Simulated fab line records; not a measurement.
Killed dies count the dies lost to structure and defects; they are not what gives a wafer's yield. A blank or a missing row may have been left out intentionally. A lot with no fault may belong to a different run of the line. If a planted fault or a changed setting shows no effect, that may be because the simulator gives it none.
Chamber matching ; flow sky130 ; SKY_VIA1_ETCH_14 on rieDiel-04 has 4 sister chambers
The step etches BARC in N2/H2, stops on SiO2, time 45.9 s, target depth 60 nm. 8 wafers are shown with their chamber, then 8 later ones without.

== EACH WAFER AND ITS CHAMBER ==
wafer;chamber;drypumpMotorCurrentA (A);throttleValvePct (%)
L075.2;2;5.6;13.228
L075.5;1;6.2;13.210
L079.6;1;6.2;13.222
L083.6;0;5.9;13.222
L084.3;3;5.7;13.224
L084.5;3;5.6;13.239
L084.6;0;5.9;13.236
L085.2;2;5.6;13.213

== WAFERS WITHOUT THEIR CHAMBER ==
wafer;drypumpMotorCurrentA (A);throttleValvePct (%)
L085.4;5.9;13.216
L085.5;5.7;13.223
L093.2;5.6;13.213
L093.4;5.9;13.214
L093.6;5.6;13.216
L097.1;6.1;13.227
L097.4;5.9;13.237
L097.5;5.7;13.237

== CHAMBER TAKEN BY EACH ==
wafer;from the rows above;in truth
L085.4;0;0
L085.5;can't be placed: 3 or 2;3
L093.2;can't be placed: 2 or 3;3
L093.4;0;0
L093.6;can't be placed: 2 or 3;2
L097.1;1;1
L097.4;0;0
L097.5;can't be placed: 3 or 2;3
4 of 8 placed correctly. From these rows, 4 cannot be placed; in 4 the true chamber is one of the candidates. Wrongly placed: 0.
How it was worked out, from the rows above alone: a wafer's distance from a chamber is the root of the sum, over the readings, of the square of ((its reading less the chamber's mean) divided by the reading's scatter). The wafer belongs to the nearest chamber; if the next one is less than 2 further off, it can't be placed. The mean given for a chamber averages the wafers shown for that chamber. The scatter is the square root of a quotient: the sum, over the shown wafers, of each reading's squared deviation from its chamber's mean, divided by wafers minus chambers.
